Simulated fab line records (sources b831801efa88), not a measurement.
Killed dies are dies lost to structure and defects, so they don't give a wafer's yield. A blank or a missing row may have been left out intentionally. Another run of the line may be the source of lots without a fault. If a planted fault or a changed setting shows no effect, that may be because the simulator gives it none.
Problem report in the 8D (eight disciplines) form, filled by code | flow sky130 | the parts of the form that need people (team, actions taken, sign-off) are left out

## 1. WHAT IS WRONG
At SKY_GATE_OXIDE_OXIDATION_01, tubeCenterTempC averages 896 C over 6 wafers from 2 lots, while fault-free wafers read 900 C, standard deviation 0.077. Measured from the usual mean, that is -51 standard deviations.
The step: stabilise 600 s, purge 300 s, target thk 10.268 nm.
The first sign was on wafer L571.3 at day 16 02:14, on furnace-02. Wafers with a number at this step in the record: 18, from 6 lots. The rule behind "out" and "out of limits": a value lying over 4 standard deviations away from the usual mean. Any other wafer with a number is counted as sound.

## 2. WHAT THIS IS AND IS NOT
question                    | is                                      | is not
which readings at this step | tubeCenterTempC, tube_center_temp_C_max | zonePowerLowerPct
which lots                  | L571, L575                              | L564, L565, L570, L582
which wafers of those lots  | all that have a number                  | -
read on which tools         | furnace-02                              | furnace-01
when                        | from day 16 02:14                       | up to then (9 sound wafers); but 3 sound wafers of L582 came after

## 3. SUSPECTS, AND WHAT RULES EACH OUT
Counting: a tool at a process step up to the reading stays a suspect if it ran every lot that is out and no sound lot after the first of them.
- furnace-02 at SKY_GATE_OXIDE_OXIDATION_01 (stabilise 600 s, purge 300 s, target thk 10.268 nm): ruled out as a lasting fault. The sound lots L582 went through it after L571, its earliest lot that is out (day 16 02:14).
Left after counting: nothing in the record.

## 4. THE CAUSE (what the simulator had put in)
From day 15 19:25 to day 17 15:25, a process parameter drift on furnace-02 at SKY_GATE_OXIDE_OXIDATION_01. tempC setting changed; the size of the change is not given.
Counting ruled it out, wrongly.

## 5. THE EFFECT CHAIN, in route order
Each row: a reading whose mean over the struck wafers that have a number lies more than 3 standard deviations from the usual. Readings are gone through only where the record gives a usual standard deviation; hours: the median, over the lots, of the time from a lot's start at the first step in this table giving one to that lot's start at this step; sigmas: the change measured in usual standard deviations.
hours | step                        | reading                | usual   | on struck wafers | change | sigmas
0     | SKY_GATE_OXIDE_OXIDATION_01 | spikeTcBottomC         | 917.1 C | 913.6            | -3.5   | -3.7
0     | SKY_GATE_OXIDE_OXIDATION_01 | spikeTcCentreC         | 900.4 C | 896.9            | -3.5   | -3.2
0     | SKY_GATE_OXIDE_OXIDATION_01 | spikeTcLowerC          | 899.9 C | 895.4            | -4.5   | -4.1
0     | SKY_GATE_OXIDE_OXIDATION_01 | tubeCenterTempC        | 900 C   | 896              | -4     | -51
0     | SKY_GATE_OXIDE_OXIDATION_01 | tube_center_temp_C_max | 902.3   | 898.3            | -4.0   | -11
Process steps it contains:
- SKY_GATE_OXIDE_OXIDATION_01: stabilise 600 s, purge 300 s, target thk 10.268 nm.
Later measuring or inspecting steps at which every struck wafer that the step has a row for has a number for every such reading, and none has moved that far: SKY_GATE_OXIDE_THK_MEAS_02, SKY_GATE_OXIDE_OVL_MEAS_10, SKY_GATE_OXIDE_TW_MEAS_14.

## 6. WHAT WOULD HAVE CAUGHT IT SOONER
In this record no reading fell out of limits until day 16 02:14, 7 hours after the fault had begun at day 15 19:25.
